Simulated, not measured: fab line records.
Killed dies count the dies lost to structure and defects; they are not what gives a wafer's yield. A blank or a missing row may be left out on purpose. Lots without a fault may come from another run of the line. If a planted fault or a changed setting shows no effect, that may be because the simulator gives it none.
Problem report, 8D (eight disciplines) form, completed by code | flow sky130 | the parts of the form that need people (team, actions taken, sign-off) are left out

== 1. THE PROBLEM ==
Wafers without a fault read 74.1 s, standard deviation 0.4; run_length_s at SKY_VIA1_ETCH_14 reads a mean of 47.6 s on 2 wafers belonging to 2 lots. Relative to the usual mean, that is a shift of -66 standard deviations.
The step: etches BARC in N2/H2, stops on SiO2, time 45.9 s, target depth 60 nm.
Seen first at day 40 12:38 on rie_diel-01, wafer L256.5. At this step, 42 wafers from 14 lots have a number in the record. Rule for "out" (also "out of limits"): further than 4 standard deviations from the usual mean. The other wafers with a number count as sound.

== 2. WHAT IT IS; WHAT IT IS NOT ==
question                    | is                           | is not
which readings at this step | run_length_s, oes_product_au | chamber_pressure_mTorr, drypump_motor_current_A
which lots                  | L256, L259                   | L237, L238, L239, L240, L242, L243, L248, L249, L251, L253, L254, L260
which wafers of those lots  | L256.5, L259.3               | L256.1, L256.3, L259.4, L259.5
read on which tools         | rie_diel-01                  | rie_diel-03, rie_diel-04
when                        | from day 40 12:38            | up to then (35 sound wafers); but 5 sound wafers of L259, L260 came after

== 3. SUSPECTS, AND WHAT RULES EACH OUT ==
Counting: if a tool at a process step up to the reading ran every lot that is out, it stays a suspect. Sound lots after the first of them don't rule it out here, since some wafers of a struck lot are sound.
- rie_diel-01 at SKY_VIA1_ETCH_14 (etches BARC in N2/H2, stops on SiO2, time 45.9 s, target depth 60 nm): kept. Every lot that is out went through it, the first being L256 (day 40 12:38); the last sound lot it ran before that was L254 (day 40 10:23). Its own oes_product_au, run_length_s readings are out on those wafers.
- rie_diel-01, SKY_VIA1_ETCH_14: wafers that are out in chamber 0, sound lot-mates in chambers 1, 2.
Left after counting: rie_diel-01 at SKY_VIA1_ETCH_14.

== 4. THE CAUSE (what the simulator had put in) ==
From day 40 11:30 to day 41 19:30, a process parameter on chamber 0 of rie_diel-01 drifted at SKY_VIA1_ETCH_14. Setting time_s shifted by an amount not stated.
Only this tool survived the counting.

== 5. THE EFFECT CHAIN, in route order ==
Each row: a reading where the mean over the struck wafers with a number is more than 3 standard deviations away from the usual. Scope: only readings with a usual standard deviation given in the record; hours: median across lots of the time from each lot's start at the first step in this table that gives one to its start at this step; sigmas: change in usual standard deviations.
hours | step              | reading                  | usual      | on struck wafers | change | sigmas
0     | SKY_VIA1_ETCH_14  | oes_product_au           | 0.855 a.u. | 1.015            | +0.160 | +30
0     | SKY_VIA1_ETCH_14  | run_length_s             | 74.1 s     | 47.6             | -26.4  | -66
0     | SKY_VIA1_ETCH_15  | oes_product_au           | 0.980 a.u. | 0.372            | -0.608 | -99 or more
0     | SKY_VIA1_STRIP_16 | strip_time_to_endpoint_s | 4.462 s    | 4.715            | +0.253 | +11
The process steps in it:
- SKY_VIA1_ETCH_14: etches BARC in N2/H2, stops on SiO2, time 45.9 s, target depth 60 nm.
- SKY_VIA1_ETCH_15: etches SiO2 in C4F8/O2/Ar, stops on TiN, target depth 351 nm, time 54 s.
- SKY_VIA1_STRIP_16: strips in O2/N2.

== 6. HOW IT WOULD HAVE BEEN CAUGHT EARLIER ==
In this record the first reading out of limits was taken at day 40 12:38, 1 hour after the fault began at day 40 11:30.
